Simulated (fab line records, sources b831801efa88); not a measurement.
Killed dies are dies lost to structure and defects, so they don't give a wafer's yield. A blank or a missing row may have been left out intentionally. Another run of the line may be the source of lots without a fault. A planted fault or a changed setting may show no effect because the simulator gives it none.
Commonality check across tools	flow gf180mcu	12 lots and 36 wafers in the sample

## REASON IT WAS OPENED
Of 12 lots, 2 have the reading HV_LDD_CVD_56_THK flagged at GF_HV_LDD_THK_MEAS_57. Wafers without a fault read 89.8 nm, standard deviation 0.84.
Rule: flag the lot when none of its wafers has a number, or when each of its wafers that has one lies beyond 4 standard deviations from that mean. The other lots count as sound.

lot	measured	on	HV_LDD_CVD_56_THK (nm), wafer by wafer	flag
L504	day 12 23:29	film_metro-01	90.7 90.2 91.3	
L506	day 13 13:55	film_metro-02	90.8 89.5 90.8	
L508	day 14 05:16	film_metro-01	91.6 91.2 90.4	
L509	day 14 08:09	film_metro-04	88.8 88.7 87.5	
L511	day 15 05:33	film_metro-04	88.9 88.5 88.6	
L512	day 15 11:49	film_metro-02	88.5 88.2 89.4	
L514	day 16 11:52	film_metro-02	90.3 89.9 90.4	
L520	day 18 03:53	film_metro-01	60.2 61.0 60.9	FLAGGED
L522	day 19 00:19	film_metro-04	59.6 60.0 59.9	FLAGGED
L523	day 19 04:43	film_metro-04	89.9 89.9 90.3	
L525	day 19 18:38	film_metro-04	89.6 89.4 90.0	
L527	day 20 06:01	film_metro-04	89.9 90.1 89.1	
The mean of the flagged lots' numbers is 60.3 nm, -29.5 nm from the usual (-35 standard deviations).

## WHICH TOOL RAN EACH LOT
The record keeps 1 process step preceding the reading, out of 602 steps on the route. Read each cell as the tool, then ch plus the chambers that the sampled wafers visited, then the start.
lot	flag	GF_HV_LDD_CVD_56
L504		lpcvd-02 ch 0, day 12 22:02
L506		lpcvd-02 ch 1, day 13 11:46
L508		lpcvd-01 ch 0, day 14 03:49
L509		lpcvd-02 ch 1, day 14 06:43
L511		lpcvd-02 ch 0, day 15 04:07
L512		lpcvd-02 ch 0, day 15 10:23
L514		lpcvd-01 ch 1, day 16 09:44
L520	FLAGGED	lpcvd-02 ch 1, day 18 02:26
L522	FLAGGED	lpcvd-02 ch 0, day 18 22:52
L523		lpcvd-01 ch 1, day 19 02:33
L525		lpcvd-01 ch 0, day 19 16:28
L527		lpcvd-01 ch 0, day 20 04:35
What these steps do:
- GF_HV_LDD_CVD_56: deposits Si3N4 from DCS/NH3, target thk 90 nm, time 1543 s.
- GF_HV_LDD_THK_MEAS_57

## FLAGGED AGAINST TOTAL, ONE TOOL AT A TIME (gauges that did the reading follow at the end)
step	tool	lots run	flagged	share of the flagged lots	sound lots run after its first flagged lot
GF_HV_LDD_CVD_56	lpcvd-01	5	0	none	-
GF_HV_LDD_CVD_56	lpcvd-02	7	2	all	0
GF_HV_LDD_THK_MEAS_57	film_metro-01	3	1	some	0
GF_HV_LDD_THK_MEAS_57	film_metro-02	3	0	none	-
GF_HV_LDD_THK_MEAS_57	film_metro-04	6	1	some	3 (L523,L525,L527)

## WHAT THE TABLE PERMITS
Rows of the table that ran each flagged lot: 1, that is lpcvd-02 at GF_HV_LDD_CVD_56.
- lpcvd-02 at GF_HV_LDD_CVD_56 ran 7 lots, 2 of them flagged. Last sound lot L512 at day 15 10:23, first flagged lot L520 at day 18 02:26; a fault beginning in between fits. Its own readings (spike_tc_bottom_C, spike_tc_centre_C, spike_tc_lower_C, spike_tc_top_C, spike_tc_upper_C, susceptor_temp_C) fall more than 4 standard deviations out on all wafers of the flagged lots.
What remains is a single tool, lpcvd-02 at GF_HV_LDD_CVD_56.

## WHAT THE SIMULATOR HAD PUT IN
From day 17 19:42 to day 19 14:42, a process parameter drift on lpcvd-02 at GF_HV_LDD_CVD_56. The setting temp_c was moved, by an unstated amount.
Lots struck among those shown: L520, L522. Same finding as the rule above.
